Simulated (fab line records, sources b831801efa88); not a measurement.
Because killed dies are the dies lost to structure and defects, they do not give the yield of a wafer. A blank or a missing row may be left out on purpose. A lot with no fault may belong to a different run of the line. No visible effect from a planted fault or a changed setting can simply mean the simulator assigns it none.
fab line records	flow sky130
record lots=7	wafers=21	last-day=50
route steps=708 shown LI_CONTACT@370 PAD_OPEN@708
lots untouched by any fault: they come from a run of this same line in which no faults occurred
start-h: the number of hours between the record's first day and the start of the first shown wafer of the lot	wait-h: hours from the lot's prior step to this one	" repeats the value in the row above	L1.1+2: several wafers, shown together as one row	- value missing, or start not given	* or withheld: withheld	< > ~ a bound
route shown NAME@n: names a module that has steps shown in the file, with the first one's number in the route	usual: mean/standard deviation of fault-free wafers	same: alike in all rows	chamber/n: place in a boat	sites: readings site by site	_std_site: standard deviation of those values	_edge_site: outer sites' mean less inner sites'	radius-mm: how far each site lies from the wafer's centre	mask NAME#n: copy n	behind: tool/chamber where the wafer was last shaped	hold: why the lot was held/for how many hours/how that ended	device: the n, p or np transistor that did not switch	end of line: the tests these same wafers got at the end of their route	where a step has no rows: the recipe by itself	killed: not the wafer's yield, but the dies lost to structure and defects at the first sort	map: dies across one wafer; x = killed, . = not, _ = none there
set.NAME: setting as actually run; set.NAME@STEP: the setting as run at that earlier step	model.NAME: the simulator's own value behind a step, which no gauge read
a table for each step, a row for each wafer; lots at some steps of the route
services: from which hour (start-h, from the record's first day; less than 0 if before it) a tool's chamber was out of use, for how many hours, and why
## steps
# step SKY_LI_CONTACT_SOFTBAKE_08
# recipe temp-c=100	time-s=90	resist=KrF-thick
# step SKY_LI_CONTACT_EXPOSE_09
# recipe mask-id=LICM1	na=0.8	source-shape=annular	sigma-inner=0.55	sigma-outer=0.85	target-cd-nm=170	dose-mj=38
# step SKY_LI_CONTACT_PEB_10
# recipe peb-temp-c=withheld	peb-time-s=withheld	resist=KrF-thick
# step SKY_LI_CONTACT_DEVELOP_11
# recipe develop-time-s=60	resist=KrF-thick	dev-temp-c=21
# step SKY_LI_CONTACT_CD_MEAS_12
# recipe target-cd-nm=170
# usual cd-nm=169.6/1.4
lot.wafer	tool	chamber	start-h	wait-h	cd-nm
L807.1	cd-sem-02	-	725.00	-	172.2
L807.2	"	-	"	"	171.3
L807.5	"	-	"	"	171.8
L816.3	cd-sem-01	-	789.09	-	169.9
L816.5	"	-	"	"	169.5
L816.6	"	-	"	"	168.8
L817.1	cd-sem-01	-	790.48	-	171.5
L817.4	"	-	"	"	169.9
L817.5	"	-	"	"	170.4
L818.1	cd-sem-01	-	797.18	-	169.2
L818.2	"	-	"	"	170.6
L818.6	"	-	"	"	168.8
L821.1	cd-sem-01	-	826.79	-	170.2
L821.3	"	-	"	"	169.3
L821.4	"	-	"	"	169.1
L825.2	cd-sem-01	-	847.20	-	169.7
L825.4	"	-	"	"	170.4
L825.5	"	-	"	"	170.5
L826.3	cd-sem-01	-	852.13	-	166.5
L826.5	"	-	"	"	164.1
L826.6	"	-	"	"	165.0
# step SKY_LI_CONTACT_OVL_MEAS_13
# usual LI_CONTACT_OVL=-2/5.6
lot.wafer	tool	chamber	start-h	wait-h	LI_CONTACT_OVL[nm]
L807.1	overlay-01	-	725.12	0.1	-11
L807.2	"	-	"	"	-14
L807.5	"	-	"	"	-16
L816.3	overlay-01	-	789.18	0.1	2
L816.5	"	-	"	"	-3
L816.6	"	-	"	"	-2
L817.1	overlay-02	-	790.60	0.1	1
L817.4	"	-	"	"	-7
L817.5	"	-	"	"	0
L818.1	overlay-02	-	797.30	0.1	-3
L818.2	"	-	"	"	-1
L818.6	"	-	"	"	0
L821.1	overlay-01	-	826.91	0.1	-8
L821.3	"	-	"	"	-11
L821.4	"	-	"	"	-1
L825.2	overlay-01	-	847.31	0.1	7
L825.4	"	-	"	"	8
L825.5	"	-	"	"	5
L826.3	overlay-01	-	852.22	0.1	-4
L826.5	"	-	"	"	-5
L826.6	"	-	"	"	-8
# step SKY_LI_CONTACT_ETCH_14
# recipe chemistry=N2/H2	target=BARC	ion-energy-ev=200	source-w=500	bias-w=100	pressure-mtorr=30	n2-flow-sccm=100	h2-flow-sccm=200	stop-on=SiO2	time-s=45.9	target-depth-a=600
# usual drypump-motor-current-A=5.84/0.29	oes-product-au=0.855/0.0045	rf-fwd-power-W=495.3/2.1	throttle-valve-pct=13.226/0.0089
lot.wafer	tool	chamber	start-h	wait-h	drypump-motor-current-A	oes-product-au	rf-fwd-power-W	rf-hours-counter-h	throttle-valve-pct
L807.1	rie-diel-01	3	725.15	0.0	5.99	0.857	496.7	14	13.220
L807.2	"	0	"	"	5.60	0.852	496.4	7	13.214
L807.5	"	0	"	"	5.61	0.853	496.3	-	13.211
L816.3	rie-diel-01	0	789.20	0.0	5.60	0.852	496.0	9	13.221
L816.5	"	0	"	"	5.62	0.853	495.8	-	13.230
L816.6	"	3	"	"	5.96	0.858	495.4	-	13.224
L817.1	rie-diel-04	1	790.64	0.0	6.17	0.852	497.4	2	13.220
L817.4	"	1	"	"	6.18	0.849	495.2	-	13.212
L817.5	"	2	"	"	5.37	0.854	494.0	-	13.222
L818.1	rie-diel-01	0	797.34	0.0	5.60	0.860	497.0	9	13.220
L818.2	"	1	"	"	6.22	0.857	493.1	10	13.229
L818.6	"	0	"	"	5.60	0.845	498.0	-	13.216
L821.1	rie-diel-01	1	826.94	0.0	6.25	0.854	495.8	11	13.237
L821.3	"	0	"	"	5.62	0.853	496.9	10	13.228
L821.4	"	0	"	"	5.61	0.853	497.9	-	13.213
L825.2	rie-diel-01	0	847.34	0.0	5.61	0.854	495.2	11	13.230
L825.4	"	0	"	"	5.60	0.854	496.1	-	13.222
L825.5	"	1	"	"	6.23	0.856	495.3	-	13.229
L826.3	rie-diel-01	0	852.24	0.0	5.61	0.850	495.0	11	13.224
L826.5	"	0	"	"	5.61	0.855	497.8	-	13.233
L826.6	"	3	"	"	6.04	0.859	495.1	-	13.235
# step SKY_LI_CONTACT_ETCH_15
# recipe target=PSG	chemistry=C4F8/O2/Ar	stop-on=Si	taper-deg=4.15	mask-material=KrF-thick	source-w=1500	bias-w=1200	pressure-mtorr=40	c4f8-flow-sccm=withheld	O2_flow_sccm=6	Ar_flow_sccm=300	time-s=withheld	target-depth-a=6000
# usual oes-product-au=0.836/0.0047	rf-fwd-power-W=1493/5
lot.wafer	tool	chamber	start-h	wait-h	oes-product-au	rf-fwd-power-W
L807.1	rie-diel-01	3	725.19	0.0	0.836	1485
L807.2	"	0	"	"	0.836	1496
L807.5	"	0	"	"	0.835	1495
L816.3	rie-diel-01	0	789.24	0.0	0.836	1501
L816.5	"	0	"	"	0.834	1491
L816.6	"	3	"	"	0.833	1498
L817.1	rie-diel-04	1	790.68	0.0	0.835	1500
L817.4	"	1	"	"	0.833	1499
L817.5	"	2	"	"	0.837	1490
L818.1	rie-diel-01	0	797.38	0.0	0.834	1486
L818.2	"	1	"	"	0.833	1494
L818.6	"	0	"	"	0.844	1494
L821.1	rie-diel-01	1	826.99	0.0	0.834	1490
L821.3	"	0	"	"	0.842	1491
L821.4	"	0	"	"	0.836	1498
L825.2	rie-diel-01	0	847.38	0.0	0.841	1498
L825.4	"	0	"	"	0.835	1491
L825.5	"	1	"	"	0.832	1493
L826.3	rie-diel-01	0	852.29	0.0	0.834	1499
L826.5	"	0	"	"	0.838	1492
L826.6	"	3	"	"	0.832	1488
# step SKY_LI_CONTACT_STRIP_16
# recipe chemistry=O2/N2	power-w=1400	pressure-mtorr=1500	platen-temp-c=withheld	o2-flow-sccm=3000	n2-flow-sccm=300	overash-fraction=0.5
# usual drypump-motor-current-A=5.7/0.42	oes-product-au=0.375/0.005	strip-time-to-endpoint-s=3.48/0.035
lot.wafer	tool	chamber	start-h	wait-h	drypump-motor-current-A	oes-product-au	rf-hours-counter-h	strip-time-to-endpoint-s
L807.1	plasma-asher-03	1	725.28	-	5.0	0.374	30	3.49
L807.2	"	0	"	"	6.5	0.374	30	3.47
L807.5	"	1	"	"	5.0	0.374	-	3.48
L816.3	plasma-asher-03	1	789.36	-	5.0	0.380	-	3.45
L816.5	"	0	"	"	6.5	0.380	-	3.51
L816.6	"	1	"	"	5.0	0.379	-	3.51
L817.1	plasma-asher-01	1	790.77	-	5.5	0.376	66	3.54
L817.4	"	1	"	"	5.5	0.374	-	3.49
L817.5	"	0	"	"	5.8	0.378	-	3.47
L818.1	plasma-asher-01	1	797.47	-	5.5	0.376	67	3.44
L818.2	"	0	"	"	5.8	0.381	67	3.44
L818.6	"	0	"	"	5.8	0.372	-	3.46
L821.1	plasma-asher-02	1	827.07	-	5.5	0.376	101	3.49
L821.3	"	1	"	"	5.5	0.374	-	3.49
L821.4	"	0	"	"	5.7	0.377	-	3.49
L825.2	plasma-asher-02	0	847.47	-	5.7	0.366	103	3.44
L825.4	"	0	"	"	5.7	0.373	-	3.43
L825.5	"	0	"	"	5.7	0.376	-	3.44
L826.3	plasma-asher-01	1	852.40	-	5.5	0.372	-	3.45
L826.5	"	1	"	"	5.5	0.371	-	3.47
L826.6	"	0	"	"	5.8	0.367	-	3.46
# step SKY_LI_CONTACT_CLEAN_17
# recipe chemistry=NMP	time-s=600	temp-c=60	dry=n2-spin
# step SKY_LI_CONTACT_PRE_CLEAN_18
# recipe gas=Ar	time-s=5.6	bias-v=358
# step SKY_LI_CONTACT_SPUTTER_19
# recipe material=Ti	target-thk-nm=20	chamber-pressure-pa=5	power-w=2500	substrate-temp-c=200	time-s=106.37
# usual cathode-dc-power-W=2500.0/0.47	chamber-pressure-pa=5.002/0.0094	substrate-temp-c=200.00/0.16	throttle-valve-pct=30.3/0.65
lot.wafer	tool	chamber	start-h	wait-h	cathode-dc-power-W	chamber-pressure-pa	substrate-temp-c	throttle-valve-pct
L807.1	pvd-sputter-03	-	725.59	0.0	2500.0	5.002	200.12	29.0
L807.2	"	-	"	"	2500.2	5.001	200.14	30.5
L807.5	"	-	"	"	2500.6	4.980	199.90	30.6
L816.3	pvd-sputter-03	-	789.80	0.0	2500.5	5.009	200.08	30.5
L816.5	"	-	"	"	2499.2	5.004	200.07	29.0
L816.6	"	-	"	"	2499.9	5.007	200.12	29.7
L817.1	pvd-sputter-04	-	791.06	0.0	2500.1	5.004	200.05	31.1
L817.4	"	-	"	"	2500.3	5.010	199.83	30.9
L817.5	"	-	"	"	2500.4	5.008	200.12	30.9
L818.1	pvd-sputter-03	-	797.94	0.0	2500.2	4.995	200.00	29.7
L818.2	"	-	"	"	2499.8	4.996	200.04	29.2
L818.6	"	-	"	"	2500.2	5.003	199.98	29.9
L821.1	pvd-sputter-03	-	827.38	0.0	2500.1	5.014	200.15	29.7
L821.3	"	-	"	"	2499.5	5.026	200.15	30.4
L821.4	"	-	"	"	2500.7	4.985	200.11	29.2
L825.2	pvd-sputter-01	-	847.76	0.0	2499.9	4.986	200.01	31.1
L825.4	"	-	"	"	2499.7	5.009	199.95	29.8
L825.5	"	-	"	"	2499.6	5.013	200.19	31.3
L826.3	pvd-sputter-01	-	852.67	0.0	2500.0	5.002	200.19	30.5
L826.5	"	-	"	"	2500.1	4.998	199.92	29.6
L826.6	"	-	"	"	2499.9	4.996	199.97	30.7
# step SKY_LI_CONTACT_SPUTTER_20
# recipe material=TiN	target-thk-nm=20	chamber-pressure-pa=5	power-w=4000	time-s=80
# usual cathode-dc-power-W=4000.0/0.69	chamber-pressure-pa=5.000/0.0098	throttle-valve-pct=30.3/0.65
lot.wafer	tool	chamber	start-h	wait-h	cathode-dc-power-W	chamber-pressure-pa	throttle-valve-pct
L807.1	pvd-sputter-03	-	725.67	0.0	4000.5	4.992	29.2
L807.2	"	-	"	"	3999.5	5.011	30.5
L807.5	"	-	"	"	4000.6	4.998	30.7
L816.3	pvd-sputter-03	-	789.88	0.0	-	-	-
L816.5	"	-	"	"	-	-	-
L816.6	"	-	"	"	-	-	-
L817.1	pvd-sputter-04	-	791.14	0.0	-	-	-
L817.4	"	-	"	"	-	-	-
L817.5	"	-	"	"	-	-	-
L818.1	pvd-sputter-03	-	798.01	0.0	-	-	-
L818.2	"	-	"	"	-	-	-
L818.6	"	-	"	"	-	-	-
L821.1	pvd-sputter-03	-	827.46	0.0	4001.1	5.012	29.7
L821.3	"	-	"	"	4000.2	4.982	30.6
L821.4	"	-	"	"	4000.6	4.991	29.1
L825.2	pvd-sputter-01	-	847.84	0.0	3999.6	4.985	30.9
L825.4	"	-	"	"	3999.6	5.003	29.9
L825.5	"	-	"	"	4000.3	4.995	31.3
L826.3	pvd-sputter-01	-	852.75	0.0	4000.0	4.999	30.5
L826.5	"	-	"	"	4000.1	5.011	30.0
L826.6	"	-	"	"	4001.2	5.009	30.3
# step SKY_LI_CONTACT_CVD_21
# recipe material=W	target-thk-nm=400	time-s=120.56	temp-c=400	pressure-torr=40
# usual heater-power-w=880/39
lot.wafer	tool	chamber	start-h	wait-h	heater-power-w
L807.1	cvd-w-02	1	725.73	0.0	885
L807.2	"	0	"	"	796
L807.5	"	0	"	"	808
L816.3	cvd-w-01	0	789.98	0.1	914
L816.5	"	0	"	"	928
L816.6	"	1	"	"	874
L817.1	cvd-w-02	0	791.20	0.0	816
L817.4	"	0	"	"	812
L817.5	"	1	"	"	913
L818.1	cvd-w-01	0	798.07	0.0	915
L818.2	"	1	"	"	894
L818.6	"	1	"	"	892
L821.1	cvd-w-02	1	827.52	0.0	887
L821.3	"	1	"	"	910
L821.4	"	0	"	"	802
L825.2	cvd-w-01	1	847.90	0.0	867
L825.4	"	0	"	"	907
L825.5	"	0	"	"	912
L826.3	cvd-w-01	1	852.86	0.1	867
L826.5	"	1	"	"	859
L826.6	"	0	"	"	913
# step SKY_PAD_OPEN_PROBE_99
# usual killed_at_M0_to_M3=44/6.9	killed_at_M4_up=3.3/1.8	killed-at-contacts=24/5	killed-at-front-end=16/4.6	killed-at-other=0.2/0.42	killed-dies=88/9.2	killed-on-rim=17/3.5	killed-open=48/7.3	killed-short=40/6.5
# same gross-dies=492	killed-at-back-side=0
lot.wafer	tool	chamber	start-h	wait-h	killed_at_M0_to_M3	killed_at_M4_up	killed-at-contacts	killed-at-front-end	killed-at-other	killed-dies	killed-on-rim	killed-open	killed-short
L807.1	prober-02	-	1112.19	0.1	30	2	26	19	1	78	13	39	37
L807.2	prober-02	-	1112.24	0.1	33	3	27	21	0	84	16	40	43
L807.5	prober-02	-	1112.39	0.2	53	1	21	13	0	88	16	58	28
L816.3	prober-02	-	1157.37	0.2	50	4	429	9	0	492	96	54	35
L816.5	prober-02	-	1157.47	0.2	43	4	431	14	0	492	96	45	39
L816.6	prober-02	-	1157.52	0.2	44	3	424	21	0	492	96	56	44
L817.1	prober-01	-	1158.77	0.1	44	4	423	21	0	492	96	48	39
L817.4	prober-01	-	1158.92	0.2	37	2	432	20	1	492	96	47	37
L817.5	prober-01	-	1158.97	0.2	48	2	419	23	0	492	96	44	50
L818.1	prober-02	-	1164.75	0.1	46	3	429	14	0	492	96	49	34
L818.2	prober-02	-	1164.80	0.1	31	3	438	19	1	492	96	40	31
L818.6	prober-02	-	1165.00	0.2	55	1	425	11	0	492	96	63	39
L821.1	prober-02	-	1181.00	0.1	33	8	23	14	1	79	17	31	47
L821.3	prober-02	-	1181.10	0.2	48	1	24	9	0	82	19	42	40
L821.4	prober-02	-	1181.15	0.2	44	4	22	9	1	80	16	47	33
L825.2	prober-01	-	1195.88	0.1	49	4	23	16	0	92	19	46	46
L825.4	prober-01	-	1195.98	0.2	41	3	26	17	1	88	16	55	32
L825.5	prober-01	-	1196.03	0.2	52	1	22	12	0	87	21	41	46
L826.3	prober-02	-	1198.24	0.2	44	0	25	10	0	79	13	50	29
L826.5	prober-02	-	1198.34	0.2	37	2	29	12	0	80	16	45	35
L826.6	prober-02	-	1198.39	0.2	56	4	24	10	1	95	18	49	46
# killed by level:class
L807.1 LI_CONTACT:geometric-particle:open=10 VIA1:geometric-particle:open=8 CONTACT:geometric-particle:short=6 CONTACT:geometric-particle:open=5 VIA2:geometric-particle:open=5 FIELD_ISO:geometric-particle:short=4 VIA1:geometric-particle:short=4 METAL2:geometric-particle:short=4
L807.2 LI_CONTACT:geometric-particle:open=8 CONTACT:geometric-particle:open=8 VIA1:geometric-particle:open=8 METAL1:geometric-particle:short=8 CONTACT:geometric-particle:short=6 VIA3:geometric-particle:short=6 FIELD_ISO:geometric-particle:short=4 FIELD_ISO:geometric-particle:open=4
L807.5 VIA1:geometric-particle:open=13 VIA2:geometric-particle:open=11 LI_CONTACT:geometric-particle:open=9 CONTACT:geometric-particle:open=6 FIELD_ISO:geometric-particle:open=5 VIA2:geometric-particle:short=5 METAL1:geometric-particle:short=4 VIA3:geometric-particle:open=3
L816.3 LI_CONTACT:area-sputter=403 CONTACT:geometric-particle:open=12 VIA1:geometric-particle:open=11 VIA3:geometric-particle:open=9 VIA2:geometric-particle:open=6 CONTACT:geometric-particle:short=6 METAL3:geometric-particle:short=5 FIELD_ISO:geometric-particle:short=4
L816.5 LI_CONTACT:area-sputter=408 VIA3:geometric-particle:open=9 LI_CONTACT:geometric-particle:open=8 CONTACT:geometric-particle:open=7 CONTACT:geometric-particle:short=6 METAL3:geometric-particle:short=6 VIA1:geometric-particle:open=6 POLY_GATE:geometric-particle:short=5
L816.6 LI_CONTACT:area-sputter=392 CONTACT:geometric-particle:open=12 LI_CONTACT:geometric-particle:open=11 VIA1:geometric-particle:open=10 METAL2:geometric-particle:short=8 VIA2:geometric-particle:open=7 FIELD_ISO:geometric-particle:short=6 POLY_GATE:geometric-particle:short=6
L817.1 LI_CONTACT:area-sputter=403 CONTACT:geometric-particle:open=10 VIA3:geometric-particle:open=8 VIA1:geometric-particle:open=7 FIELD_ISO:geometric-particle:open=6 VIA2:geometric-particle:open=6 FIELD_ISO:geometric-particle:short=5 LI_CONTACT:geometric-particle:open=5
L817.4 LI_CONTACT:area-sputter=408 VIA1:geometric-particle:open=14 CONTACT:geometric-particle:open=9 LI_CONTACT:geometric-particle:open=7 FIELD_ISO:geometric-particle:short=6 POLY_GATE:geometric-particle:short=5 POLY_GATE:geometric-particle:open=4 LOCAL_INTERCONNECT:geometric-particle:short=4
L817.5 LI_CONTACT:area-sputter=397 METAL2:geometric-particle:short=11 VIA3:geometric-particle:open=10 FIELD_ISO:geometric-particle:open=9 CONTACT:geometric-particle:open=8 METAL1:geometric-particle:short=6 FIELD_ISO:geometric-particle:short=5 LI_CONTACT:geometric-particle:open=5
L818.1 LI_CONTACT:area-sputter=409 VIA1:geometric-particle:open=15 CONTACT:geometric-particle:open=6 LI_CONTACT:geometric-particle:open=5 METAL2:geometric-particle:short=5 VIA2:geometric-particle:open=5 FIELD_ISO:geometric-particle:open=4 POLY_GATE:geometric-particle:short=4
L818.2 LI_CONTACT:area-sputter=421 VIA1:geometric-particle:open=10 CONTACT:geometric-particle:open=7 VIA3:geometric-particle:short=5 FIELD_ISO:geometric-particle:open=4 CONTACT:geometric-particle:short=4 METAL1:geometric-particle:short=4 FIELD_ISO:geometric-particle:short=3
L818.6 LI_CONTACT:area-sputter=390 VIA1:geometric-particle:open=16 CONTACT:geometric-particle:open=13 VIA3:geometric-particle:open=10 LI_CONTACT:geometric-particle:open=9 METAL1:geometric-particle:short=7 VIA2:geometric-particle:open=6 POLY_GATE:geometric-particle:short=4
L821.1 LI_CONTACT:geometric-particle:open=8 METAL4:geometric-particle:short=8 POLY_GATE:geometric-particle:short=6 VIA3:geometric-particle:short=6 CONTACT:geometric-particle:open=5 VIA1:geometric-particle:short=5 LOCAL_INTERCONNECT:geometric-particle:short=4 CONTACT:geometric-particle:short=4
L821.3 LI_CONTACT:geometric-particle:open=12 METAL1:geometric-particle:short=11 VIA1:geometric-particle:open=7 VIA3:geometric-particle:open=7 VIA1:geometric-particle:short=5 VIA2:geometric-particle:open=5 METAL3:geometric-particle:short=4 CONTACT:geometric-particle:open=4
L821.4 VIA2:geometric-particle:open=13 CONTACT:geometric-particle:open=10 VIA1:geometric-particle:open=10 METAL2:geometric-particle:short=6 LOCAL_INTERCONNECT:geometric-particle:short=4 CONTACT:geometric-particle:short=4 FIELD_ISO:geometric-particle:open=3 FIELD_ISO:geometric-particle:short=3
L825.2 VIA1:geometric-particle:open=8 CONTACT:geometric-particle:open=8 METAL1:geometric-particle:short=8 METAL2:geometric-particle:short=8 POLY_GATE:geometric-particle:open=6 VIA2:geometric-particle:open=6 POLY_GATE:geometric-particle:short=5 VIA3:geometric-particle:open=5
L825.4 LI_CONTACT:geometric-particle:open=12 VIA1:geometric-particle:open=9 VIA2:geometric-particle:open=9 CONTACT:geometric-particle:open=8 LI_CONTACT:geometric-particle:short=4 VIA1:geometric-particle:short=4 METAL2:geometric-particle:short=4 VIA3:geometric-particle:open=4
L825.5 METAL2:geometric-particle:short=11 VIA1:geometric-particle:open=7 METAL3:geometric-particle:short=7 VIA3:geometric-particle:open=6 LI_CONTACT:geometric-particle:open=6 CONTACT:geometric-particle:open=6 VIA2:geometric-particle:open=5 CONTACT:geometric-particle:short=5
L826.3 CONTACT:geometric-particle:open=14 VIA1:geometric-particle:open=13 METAL2:geometric-particle:short=8 VIA3:geometric-particle:open=6 METAL1:geometric-particle:short=5 VIA2:geometric-particle:open=5 CONTACT:geometric-particle:short=4 LOCAL_INTERCONNECT:geometric-particle:short=3
L826.5 CONTACT:geometric-particle:open=14 VIA1:geometric-particle:open=9 LOCAL_INTERCONNECT:geometric-particle:short=7 FIELD_ISO:geometric-particle:short=5 VIA2:geometric-particle:open=5 VIA1:geometric-particle:short=5 CONTACT:geometric-particle:short=4 METAL2:geometric-particle:open=4
L826.6 VIA1:geometric-particle:open=11 CONTACT:geometric-particle:open=10 METAL2:geometric-particle:short=10 METAL1:geometric-particle:short=8 VIA3:geometric-particle:short=7 VIA3:geometric-particle:open=7 POLY_GATE:geometric-particle:open=5 LI_CONTACT:geometric-particle:open=4
# map L816.3 (x killed, . not)
__________xxxxxxxxxx_________
________xxxxxxxxxxxxxx_______
______xxxxxxxxxxxxxxxxxx_____
_____xxxxxxxxxxxxxxxxxxxx____
____xxxxxxxxxxxxxxxxxxxxxx___
___xxxxxxxxxxxxxxxxxxxxxxxx__
__xxxxxxxxxxxxxxxxxxxxxxxxxx_
_xxxxxxxxxxxxxxxxxxxxxxxxxxxx
_xxxxxxxxxxxxxxxxxxxxxxxxxxxx
_xxxxxxxxxxxxxxxxxxxxxxxxxxxx
_xxxxxxxxxxxxxxxxxxxxxxxxxxxx
_xxxxxxxxxxxxxxxxxxxxxxxxxxxx
_xxxxxxxxxxxxxxxxxxxxxxxxxxxx
_xxxxxxxxxxxxxxxxxxxxxxxxxxxx
_xxxxxxxxxxxxxxxxxxxxxxxxxxxx
__xxxxxxxxxxxxxxxxxxxxxxxxxx_
___xxxxxxxxxxxxxxxxxxxxxxxx__
____xxxxxxxxxxxxxxxxxxxxxx___
_____xxxxxxxxxxxxxxxxxxxx____
______xxxxxxxxxxxxxxxxxx_____
________xxxxxxxxxxxxxx_______
__________xxxxxxxxxx_________
# map L817.1 (x killed, . not)
__________xxxxxxxxxx_________
________xxxxxxxxxxxxxx_______
______xxxxxxxxxxxxxxxxxx_____
_____xxxxxxxxxxxxxxxxxxxx____
____xxxxxxxxxxxxxxxxxxxxxx___
___xxxxxxxxxxxxxxxxxxxxxxxx__
__xxxxxxxxxxxxxxxxxxxxxxxxxx_
_xxxxxxxxxxxxxxxxxxxxxxxxxxxx
_xxxxxxxxxxxxxxxxxxxxxxxxxxxx
_xxxxxxxxxxxxxxxxxxxxxxxxxxxx
_xxxxxxxxxxxxxxxxxxxxxxxxxxxx
_xxxxxxxxxxxxxxxxxxxxxxxxxxxx
_xxxxxxxxxxxxxxxxxxxxxxxxxxxx
_xxxxxxxxxxxxxxxxxxxxxxxxxxxx
_xxxxxxxxxxxxxxxxxxxxxxxxxxxx
__xxxxxxxxxxxxxxxxxxxxxxxxxx_
___xxxxxxxxxxxxxxxxxxxxxxxx__
____xxxxxxxxxxxxxxxxxxxxxx___
_____xxxxxxxxxxxxxxxxxxxx____
______xxxxxxxxxxxxxxxxxx_____
________xxxxxxxxxxxxxx_______
__________xxxxxxxxxx_________
## services
tool	chamber	start-h	hours	kind
pvd-sputter-03	2	707.06	-	consumable-replace:kit
pvd-sputter-03	2	707.06	18.0	scheduled-down
pvd-sputter-03	2	707.06	18.0	vent-cycle
pvd-sputter-01	-	718.27	99.2	repair
cvd-w-01	-	735.42	2.8	pm
pvd-sputter-04	-	737.39	2.1	repair
cvd-w-01	-	746.37	1.7	repair
rie-diel-04	2	754.90	6.5	repair
pvd-sputter-04	3	755.14	-	consumable-replace:kit
pvd-sputter-04	3	755.14	18.0	scheduled-down
pvd-sputter-04	3	755.14	18.0	vent-cycle
plasma-asher-02	-	757.50	0.7	repair
cvd-w-01	-	780.59	0.9	repair
rie-diel-04	0	785.82	-	clean
pvd-sputter-04	-	799.44	1.1	repair
plasma-asher-02	-	804.33	2.8	pm
rie-diel-04	-	807.14	4.0	pm
pvd-sputter-04	-	820.51	9.1	repair
rie-diel-01	2	822.98	55.5	repair
cvd-w-01	1	828.44	9.1	repair
plasma-asher-03	-	846.78	0.9	repair
pvd-sputter-01	1	849.64	-	consumable-replace:kit
pvd-sputter-01	1	849.64	18.0	scheduled-down
pvd-sputter-01	1	849.64	18.0	vent-cycle
## key
first-sign step=SKY_LI_CONTACT_SPUTTER_20	reading=tool-record	direction=missing
effect step=SKY_PAD_OPEN_PROBE_99	reading=killed-at-contacts	direction=up	sigmas=81	usual=24	struck=428
more-kills-born-at SKY_LI_CONTACT_SPUTTER_20@pvd-sputter-03=2417	SKY_LI_CONTACT_SPUTTER_20@pvd-sputter-04=1207
met-at SKY_LI_CONTACT_SPUTTER_20
struck-wafers L816.3,L816.5,L816.6,L817.1,L817.4,L817.5,L818.1,L818.2,L818.6
later-rows-left-out L816.3,L816.5,L816.6,L817.1,L817.4,L817.5,L818.1,L818.2,L818.6
tester-left-out L816,L817,L818
onset-between 725.67 789.88
fault kind=skipped-step-whole	tool=pvd-sputter-03,pvd-sputter-04	chamber=-	onset-h=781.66	steps=SKY_LI_CONTACT_SPUTTER_20	scope=struck-lots-only
# tester-left-out: of these lots the tester's yield and bins aren't shown, on N5 and GAA mostly nor the transistor test; their killed dies are dies lost to structure and defects alone, not to doping, threshold or leakage, so they don't give the yield
# later-rows-left-out: the simulator's readings of these wafers behind a module that went badly wrong aren't trusted and aren't shown, but for the sort
